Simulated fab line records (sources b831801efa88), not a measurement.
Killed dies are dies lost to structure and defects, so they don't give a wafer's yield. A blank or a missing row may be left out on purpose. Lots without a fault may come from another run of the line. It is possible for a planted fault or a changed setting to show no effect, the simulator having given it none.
2 desks, one fault | flow gf180mcu | only its own numbers are on each desk; what lay behind them is given at the end

FOR THE TOOL OWNER'S DESK: pvd sputter-02
The tool's own readings at GF_M1_SPUTTER_00 (material Ti, target thk 37.5 nm, time 150 s): means of the sampled wafers that have a number, for each lot that ran on this tool. Marked OUT: a lot whose mean sits more than 4 standard deviations from the usual mean, which makes it out of limits; the brackets give that distance.
Columns: A = throttle valve pct at GF_M1_SPUTTER_00, usual 30.6 %
lot  | first seen here | A
L112 | day 17 06:02    | 30.4
L118 | day 19 15:19    | 30.5
L120 | day 20 14:11    | 31.4
L130 | day 23 19:23    | 31.3
Result from this desk: across the 4 lots, nothing is out of limits.

AT THE METROLOGY DESK
Lot by lot, what the gauges showed, no matter which tool ran the lot: averages of those sampled wafers that carry a number. Marked OUT: a lot whose mean sits more than 4 standard deviations from the usual mean, which makes it out of limits; the brackets give that distance.
Columns: A = CONTACT_W_RS at GF_CONTACT_RS_MEAS_25, usual 0.383 ohm/sq; B = CONTACT_W_THK at GF_CONTACT_THK_MEAS_26, usual 298 nm
lot  | first seen here | A     | B
L112 | day 17 05:22    | 0.382 | 298
L118 | day 19 14:35    | 0.375 | 305
L120 | day 20 13:44    | 0.380 | 304
L126 | day 22 10:04    | 0.382 | 300
L127 | day 22 21:35    | 0.381 | 301
L130 | day 23 18:56    | 0.387 | 294
Result from this desk: across the 6 lots, nothing is out of limits.

ALL TOGETHER
The desk of the tool owner found nothing out of limits.
Nothing out of limits was seen by the metrology desk.

WHAT WAS PUT IN BY THE SIMULATOR
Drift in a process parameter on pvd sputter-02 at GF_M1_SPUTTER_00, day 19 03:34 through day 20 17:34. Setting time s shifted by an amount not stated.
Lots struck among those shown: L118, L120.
